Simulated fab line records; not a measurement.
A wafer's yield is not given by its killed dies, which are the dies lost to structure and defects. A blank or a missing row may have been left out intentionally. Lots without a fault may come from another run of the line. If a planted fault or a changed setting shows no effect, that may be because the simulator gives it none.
Which tool is to blame? ; flow sky130 ; 11 lots, 33 wafers sampled, at 5 steps of a route of 708

WHAT THE GAUGES SHOWED, per wafer
SKY_NWELL_OVL_MEAS_23.
lot;measured;on;NWELL_01_OVL (nm)
L464;day 5 09:51;overlay-01;-2.6 -0.7 -0.5
L465;day 5 17:47;overlay-02;1.7 -0.6 -0.8
L466;day 6 02:21;overlay-01;-0.2 0.0 2.1
L468;day 6 06:56;overlay-02;-0.6 0.3 2.4
L474;day 7 20:17;overlay-02;0.7 0.9 -0.3
L475;day 8 01:05;overlay-01;-1.2 -0.2 -0.5
L480;day 9 06:17;overlay-02;-1.3 0.6 -0.5
L482;day 9 20:41;overlay-02;-0.6 -0.1 -1.1
L483;day 10 02:41;overlay-01;-2.6 -1.6 -2.0
L484;day 10 18:26;overlay-01;0.3 -0.1 2.2
L486;day 11 11:44;overlay-02;-1.0 2.0 0.1

SKY_VT_ADJUST_HVTR_TW_MEAS_11.
lot;measured;on;VT_ADJUST_HVTR_TW
L464;day 9 12:58;filmMetro-03;212.9 213.0 213.5
L465;day 9 21:50;filmMetro-03;213.2 213.4 213.8
L466;day 10 07:37;filmMetro-03;212.6 213.4 213.5
L468;day 10 13:21;filmMetro-03;213.5 213.4 213.6
L474;day 12 09:05;filmMetro-03;213.4 213.4 213.7
L475;day 12 14:00;filmMetro-03;213.0 212.6 212.0
L480;day 14 01:20;filmMetro-03;213.6 212.4 213.3
L482;day 14 17:50;filmMetro-04;212.5 213.5 212.1
L483;day 14 23:54;filmMetro-03;212.9 213.0 213.0
L484;day 15 20:08;filmMetro-02;213.3 213.4 214.0
L486;day 16 18:57;filmMetro-02;211.0 213.4 212.7

SKY_POLY_GATE_CD_MEAS_13 targets a cd of 150 nm.
lot;measured;on;cdNm (nm)
L464;day 16 17:58;cdSem-01;148.7 148.3 150.0
L465;day 17 11:17;cdSem-02;151.1 151.1 151.6
L466;day 17 06:56;cdSem-02;150.4 150.4 152.1
L468;day 17 11:36;cdSem-01;151.7 150.8 151.0
L474;day 19 19:26;cdSem-02;149.7 148.9 98.8 149.4 148.6 99.3
L475;day 20 03:37;cdSem-01;149.3 148.3 97.6 148.9 148.5 98.2
L480;day 21 23:17;cdSem-01;150.3 151.4 150.6
L482;day 22 18:11;cdSem-01;149.8 150.2 150.2
L483;day 22 22:48;cdSem-02;150.8 152.1 151.1
L484;day 23 20:38;cdSem-01;147.9 148.9 149.1
L486;day 24 18:36;cdSem-02;150.3 148.4 148.1

SKY_POLY_GATE_CD_MEAS_22.
lot;measured;on;cdNm (nm)
L464;day 16 20:41;cdSem-02;146.9 149.5 149.1
L465;day 17 14:20;cdSem-02;153.2 151.2 154.1
L466;day 17 08:47;cdSem-02;149.7 149.2 152.0
L468;day 17 14:32;cdSem-01;152.2 151.1 152.5
L474;day 19 23:47;cdSem-02;151.1 149.7 98.9 151.0 149.2 98.8
L475;day 20 12:36;cdSem-02;148.9 148.4 99.2 148.9 148.6 99.2
L480;day 22 01:08;cdSem-01;149.5 150.5 149.0
L482;day 22 20:02;cdSem-02;150.1 148.4 149.7
L483;day 23 01:06;cdSem-01;152.1 153.5 151.9
L484;day 23 22:29;cdSem-02;150.8 150.5 151.5
L486;day 24 20:28;cdSem-01;149.9 148.8 147.4

TOOL THAT RAN EACH LOT (tool first, then ch and the chambers of the sampled wafers, then the start)
lot;SKY_POLY_GATE_EXPOSE_10
L464;krfScanner-02 ch 0, day 16 04:18
L465;krfScanner-01 ch 0, day 16 20:54
L466;krfScanner-01 ch 0, day 16 16:18
L468;krfScanner-02 ch 0, day 16 21:10
L474;krfScanner-02 ch 0, day 19 04:29
L475;krfScanner-02 ch 0, day 19 12:13
L480;krfScanner-01 ch 0, day 21 07:55
L482;krfScanner-01 ch 0, day 22 03:55
L483;krfScanner-01 ch 0, day 22 08:24
L484;krfScanner-02 ch 0, day 23 06:19
L486;krfScanner-01 ch 0, day 24 03:42
- SKY_POLY_GATE_EXPOSE_10: exposes mask P1M, target cd 150 nm.

AS READ BY THE TOOLS THEMSELVES (means over the sampled wafers that have a number; for cases with no such wafer, the mark the record gives instead)
SKY_POLY_GATE_EXPOSE_10.
lot;tool;reticleTempC (C)
L464;krfScanner-02;23.15
L465;krfScanner-01;23.12
L466;krfScanner-01;23.00
L468;krfScanner-02;22.89
L474;krfScanner-02;22.92
L475;krfScanner-02;23.16
L480;krfScanner-01;23.06
L482;krfScanner-01;23.07
L483;krfScanner-01;22.90
L484;krfScanner-02;22.98
L486;krfScanner-01;22.90

THE ANSWER, worked out from the rows above alone
Rule: the lots themselves supply what counts as usual. The widest of any qualifying gaps counts: lots, ordered by their means at a reading, are off when they make up no more than a third of the lots, leave a main group of 4 or more, and stand apart from it by 3 or more times the standard deviation of that group's means. The tables above print the reading to a certain number of digits; a main group whose means all agree to those digits is not used. A lot without any number at a reading at which 4 lots or more have one is off too. Any other lot the step has rows for is counted as sound. Order of review: gauges by route order, followed by the tools' own readings, for which a lot's mean as printed above is used. The first step at which some lot is off is used, and at that step the reading that is off furthest; a lot without a number counts as furthest.
Off, at SKY_POLY_GATE_CD_MEAS_13 on cdNm: L474, L475. The main group has a mean of 150.2 nm with a standard deviation of 1.
A tool fits if, at a process step before that reading, it ran every lot that is off, and no sound lot after the first of them. Those tools and the gauges at SKY_POLY_GATE_CD_MEAS_13 are tried in the same way. Not one of the candidates tried fits.

WHAT THE SIMULATOR HAD PUT IN
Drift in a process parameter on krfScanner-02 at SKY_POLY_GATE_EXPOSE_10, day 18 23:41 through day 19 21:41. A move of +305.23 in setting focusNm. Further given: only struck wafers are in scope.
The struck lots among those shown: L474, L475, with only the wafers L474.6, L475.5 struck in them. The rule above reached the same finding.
